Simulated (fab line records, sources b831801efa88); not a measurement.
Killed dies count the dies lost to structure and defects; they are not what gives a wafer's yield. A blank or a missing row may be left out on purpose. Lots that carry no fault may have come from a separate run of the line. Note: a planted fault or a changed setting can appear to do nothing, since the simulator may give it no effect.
Which tool is to blame? || flow sky130 || Sampling: 14 lots, 42 wafers, 5 of 708 route steps

WHAT THE GAUGES SHOWED, per wafer
SKY_POLY_GATE_THK_MEAS_04.
{"lot": "L358", "measured": "day 15 03:12", "on": "film_metro-04", "POLY_GATE_CVD_03_THK (nm)": "76.2 75.8 76.5"}
{"lot": "L359", "measured": "day 15 10:58", "on": "film_metro-03", "POLY_GATE_CVD_03_THK (nm)": "75.3 75.1 74.9"}
{"lot": "L362", "measured": "day 17 06:23", "on": "film_metro-01", "POLY_GATE_CVD_03_THK (nm)": "75.1 74.9 75.1"}
{"lot": "L363", "measured": "day 17 06:23", "on": "film_metro-04", "POLY_GATE_CVD_03_THK (nm)": "74.9 75.6 75.1"}
{"lot": "L366", "measured": "day 20 00:55", "on": "film_metro-03", "POLY_GATE_CVD_03_THK (nm)": "75.1 75.1 74.7"}
{"lot": "L364", "measured": "day 20 00:59", "on": "film_metro-04", "POLY_GATE_CVD_03_THK (nm)": "76.1 75.5 75.6"}
{"lot": "L365", "measured": "day 20 00:59", "on": "film_metro-03", "POLY_GATE_CVD_03_THK (nm)": "75.6 75.5 76.0"}
{"lot": "L368", "measured": "day 20 01:00", "on": "film_metro-01", "POLY_GATE_CVD_03_THK (nm)": "75.6 75.7 75.6"}
{"lot": "L370", "measured": "day 20 01:02", "on": "film_metro-04", "POLY_GATE_CVD_03_THK (nm)": "74.9 75.6 75.2"}
{"lot": "L367", "measured": "day 20 01:02", "on": "film_metro-03", "POLY_GATE_CVD_03_THK (nm)": "75.8 75.5 75.2"}
{"lot": "L369", "measured": "day 20 01:04", "on": "film_metro-01", "POLY_GATE_CVD_03_THK (nm)": "76.3 75.8 75.8"}
{"lot": "L375", "measured": "day 21 07:42", "on": "film_metro-01", "POLY_GATE_CVD_03_THK (nm)": "76.3 75.8 76.2"}
{"lot": "L378", "measured": "day 22 03:26", "on": "film_metro-03", "POLY_GATE_CVD_03_THK (nm)": "75.9 75.9 76.3"}
{"lot": "L380", "measured": "day 24 02:20", "on": "film_metro-03", "POLY_GATE_CVD_03_THK (nm)": "74.2 73.5 74.0"}

SKY_LDD_P_TW_MEAS_11.
{"lot": "L358", "measured": "day 19 00:41", "on": "film_metro-04", "LDD_P_TW": "627 628 629"}
{"lot": "L359", "measured": "day 19 05:25", "on": "film_metro-04", "LDD_P_TW": "627 631 627"}
{"lot": "L362", "measured": "day 21 01:31", "on": "film_metro-02", "LDD_P_TW": "638 635 636"}
{"lot": "L363", "measured": "day 21 01:23", "on": "film_metro-01", "LDD_P_TW": "628 633 634"}
{"lot": "L366", "measured": "day 24 00:04", "on": "film_metro-04", "LDD_P_TW": "629 633 631"}
{"lot": "L364", "measured": "day 24 00:29", "on": "film_metro-04", "LDD_P_TW": "631 632 631"}
{"lot": "L365", "measured": "day 24 01:26", "on": "film_metro-01", "LDD_P_TW": "627 627 626"}
{"lot": "L368", "measured": "day 24 00:59", "on": "film_metro-02", "LDD_P_TW": "635 639 635"}
{"lot": "L370", "measured": "day 24 01:55", "on": "film_metro-04", "LDD_P_TW": "632 634 633"}
{"lot": "L367", "measured": "day 24 03:02", "on": "film_metro-02", "LDD_P_TW": "636 636 639"}
{"lot": "L369", "measured": "day 24 01:38", "on": "film_metro-01", "LDD_P_TW": "631 630 630"}
{"lot": "L375", "measured": "day 25 04:13", "on": "film_metro-04", "LDD_P_TW": "634 631 626"}
{"lot": "L378", "measured": "day 25 23:11", "on": "film_metro-01", "LDD_P_TW": "629 629 628"}
{"lot": "L380", "measured": "day 27 21:32", "on": "film_metro-01", "LDD_P_TW": "631 629 637"}

SKY_LDD_HVP_OVL_MEAS_07.
{"lot": "L358", "measured": "day 21 11:22", "on": "overlay-02", "LDD_HVP_OVL (nm)": "-1.3 1.0 0.3"}
{"lot": "L359", "measured": "day 21 15:57", "on": "overlay-02", "LDD_HVP_OVL (nm)": "-1.8 -3.6 -1.4"}
{"lot": "L362", "measured": "day 23 14:16", "on": "overlay-01", "LDD_HVP_OVL (nm)": "-1.3 0.1 -0.8"}
{"lot": "L363", "measured": "day 23 13:45", "on": "overlay-01", "LDD_HVP_OVL (nm)": "-2.7 -2.4 -1.4"}
{"lot": "L366", "measured": "day 26 10:49", "on": "overlay-02", "LDD_HVP_OVL (nm)": "-1.9 0.8 -0.3"}
{"lot": "L364", "measured": "day 26 11:00", "on": "overlay-01", "LDD_HVP_OVL (nm)": "-3.0 -2.8 -2.5"}
{"lot": "L365", "measured": "day 26 12:33", "on": "overlay-02", "LDD_HVP_OVL (nm)": "-0.8 -0.7 -0.9"}
{"lot": "L368", "measured": "day 26 11:19", "on": "overlay-01", "LDD_HVP_OVL (nm)": "-2.1 -2.1 -3.2"}
{"lot": "L370", "measured": "day 26 13:13", "on": "overlay-02", "LDD_HVP_OVL (nm)": "0.0 -1.1 0.5"}
{"lot": "L367", "measured": "day 26 13:48", "on": "overlay-01", "LDD_HVP_OVL (nm)": "-1.9 -1.2 -1.5"}
{"lot": "L369", "measured": "day 26 13:13", "on": "overlay-01", "LDD_HVP_OVL (nm)": "-3.2 -1.0 -1.5"}
{"lot": "L375", "measured": "day 27 13:45", "on": "overlay-01", "LDD_HVP_OVL (nm)": "-1.8 -2.3 -1.8"}
{"lot": "L378", "measured": "day 28 08:07", "on": "overlay-01", "LDD_HVP_OVL (nm)": "-2.9 -4.1 -3.8"}
{"lot": "L380", "measured": "day 30 05:46", "on": "overlay-02", "LDD_HVP_OVL (nm)": "-1.9 -2.0 -0.3"}

SKY_LDD_HVP_TW_MEAS_10.
{"lot": "L358", "measured": "day 21 11:40", "on": "film_metro-04", "LDD_HVP_TW": "453 453 452"}
{"lot": "L359", "measured": "day 21 16:14", "on": "film_metro-03", "LDD_HVP_TW": "460 461 459"}
{"lot": "L362", "measured": "day 23 14:33", "on": "film_metro-03", "LDD_HVP_TW": "458 459 460"}
{"lot": "L363", "measured": "day 23 14:02", "on": "film_metro-04", "LDD_HVP_TW": "454 456 456"}
{"lot": "L366", "measured": "day 26 11:06", "on": "film_metro-02", "LDD_HVP_TW": "460 459 456"}
{"lot": "L364", "measured": "day 26 11:17", "on": "film_metro-02", "LDD_HVP_TW": "459 458 459"}
{"lot": "L365", "measured": "day 26 12:50", "on": "film_metro-04", "LDD_HVP_TW": "456 455 453"}
{"lot": "L368", "measured": "day 26 11:37", "on": "film_metro-02", "LDD_HVP_TW": "458 460 458"}
{"lot": "L370", "measured": "day 26 13:30", "on": "film_metro-04", "LDD_HVP_TW": "30 30 30"}
{"lot": "L367", "measured": "day 26 14:05", "on": "film_metro-04", "LDD_HVP_TW": "453 453 454"}
{"lot": "L369", "measured": "day 26 13:31", "on": "film_metro-03", "LDD_HVP_TW": "30 30 30"}
{"lot": "L375", "measured": "day 27 14:02", "on": "film_metro-02", "LDD_HVP_TW": "457 459 459"}
{"lot": "L378", "measured": "day 28 08:25", "on": "film_metro-04", "LDD_HVP_TW": "454 452 453"}
{"lot": "L380", "measured": "day 30 06:03", "on": "film_metro-02", "LDD_HVP_TW": "462 461 462"}

WHAT TOOL EACH LOT RAN ON (gives the tool, then ch and the chambers of the sampled wafers, and finally the start)
{"lot": "L358", "SKY_LDD_HVP_IMPLANT_08": "implanter-01 ch 0, day 21 11:26"}
{"lot": "L359", "SKY_LDD_HVP_IMPLANT_08": "implanter-01 ch 0, day 21 15:59"}
{"lot": "L362", "SKY_LDD_HVP_IMPLANT_08": "implanter-04 ch 0, day 23 14:18"}
{"lot": "L363", "SKY_LDD_HVP_IMPLANT_08": "implanter-02 ch 0, day 23 13:47"}
{"lot": "L366", "SKY_LDD_HVP_IMPLANT_08": "implanter-01 ch 0, day 26 10:51"}
{"lot": "L364", "SKY_LDD_HVP_IMPLANT_08": "implanter-04 ch 0, day 26 11:02"}
{"lot": "L365", "SKY_LDD_HVP_IMPLANT_08": "implanter-01 ch 0, day 26 12:35"}
{"lot": "L368", "SKY_LDD_HVP_IMPLANT_08": "implanter-02 ch 0, day 26 11:23"}
{"lot": "L370", "SKY_LDD_HVP_IMPLANT_08": "implanter-01, day 26 13:15"}
{"lot": "L367", "SKY_LDD_HVP_IMPLANT_08": "implanter-04 ch 0, day 26 13:50"}
{"lot": "L369", "SKY_LDD_HVP_IMPLANT_08": "implanter-04, day 26 13:17"}
{"lot": "L375", "SKY_LDD_HVP_IMPLANT_08": "implanter-01 ch 0, day 27 13:47"}
{"lot": "L378", "SKY_LDD_HVP_IMPLANT_08": "implanter-04 ch 0, day 28 08:10"}
{"lot": "L380", "SKY_LDD_HVP_IMPLANT_08": "implanter-04 ch 0, day 30 05:48"}
- SKY_LDD_HVP_IMPLANT_08

WHAT THE TOOLS THEMSELVES READ (means of the sampled wafers that have a number; where no wafer has one, the mark that the record gives instead)
SKY_LDD_HVP_IMPLANT_08.
{"lot": "L358", "tool": "implanter-01", "beam_energy_keV": 19.997, "beam_on_s (s)": 10.06}
{"lot": "L359", "tool": "implanter-01", "beam_energy_keV": 20.000, "beam_on_s (s)": 10.14}
{"lot": "L362", "tool": "implanter-04", "beam_energy_keV": 20.000, "beam_on_s (s)": 10.11}
{"lot": "L363", "tool": "implanter-02", "beam_energy_keV": 20.000, "beam_on_s (s)": 9.86}
{"lot": "L366", "tool": "implanter-01", "beam_energy_keV": 19.996, "beam_on_s (s)": 10.21}
{"lot": "L364", "tool": "implanter-04", "beam_energy_keV": 19.994, "beam_on_s (s)": 9.91}
{"lot": "L365", "tool": "implanter-01", "beam_energy_keV": 19.999, "beam_on_s (s)": 9.99}
{"lot": "L368", "tool": "implanter-02", "beam_energy_keV": 19.992, "beam_on_s (s)": 10.21}
{"lot": "L370", "tool": "implanter-01", "beam_energy_keV": "-", "beam_on_s (s)": "-"}
{"lot": "L367", "tool": "implanter-04", "beam_energy_keV": 19.999, "beam_on_s (s)": 9.84}
{"lot": "L369", "tool": "implanter-04", "beam_energy_keV": "-", "beam_on_s (s)": "-"}
{"lot": "L375", "tool": "implanter-01", "beam_energy_keV": 19.998, "beam_on_s (s)": 9.96}
{"lot": "L378", "tool": "implanter-04", "beam_energy_keV": 20.007, "beam_on_s (s)": 9.95}
{"lot": "L380", "tool": "implanter-04", "beam_energy_keV": 19.997, "beam_on_s (s)": 10.02}

THE ANSWER, worked out from the rows above alone
Rule: the lots themselves supply what counts as usual. The widest of any qualifying gaps counts: lots, ordered by their means at a reading, are off when they make up no more than a third of the lots, leave a main group of 4 or more, and stand apart from it by 3 or more times the standard deviation of that group's means. Not used: any main group whose means are identical at the precision the tables above print for the reading. A lot without any number at a reading at which 4 lots or more have one is off too. All remaining lots with rows at the step are treated as sound. Order of review: gauges by route order, followed by the tools' own readings, for which a lot's mean as printed above is used. At the first step where some lot is off, the reading lying furthest off is the one used; lots without a number count as furthest.
Off: L370, L369, seen at SKY_LDD_HVP_TW_MEAS_10 (LDD_HVP_TW). The main group has a mean of 457 with a standard deviation of 2.9.
A tool fits if, at a process step before that reading, it ran every lot that is off, and no sound lot after the first of them. Not tried: the gauges at SKY_LDD_HVP_TW_MEAS_10; whatever is off there is also off at SKY_LDD_HVP_IMPLANT_08, on other tools, and gauge error can't account for it. Not one of the candidates tried fits.

WHAT WAS PUT IN BY THE SIMULATOR
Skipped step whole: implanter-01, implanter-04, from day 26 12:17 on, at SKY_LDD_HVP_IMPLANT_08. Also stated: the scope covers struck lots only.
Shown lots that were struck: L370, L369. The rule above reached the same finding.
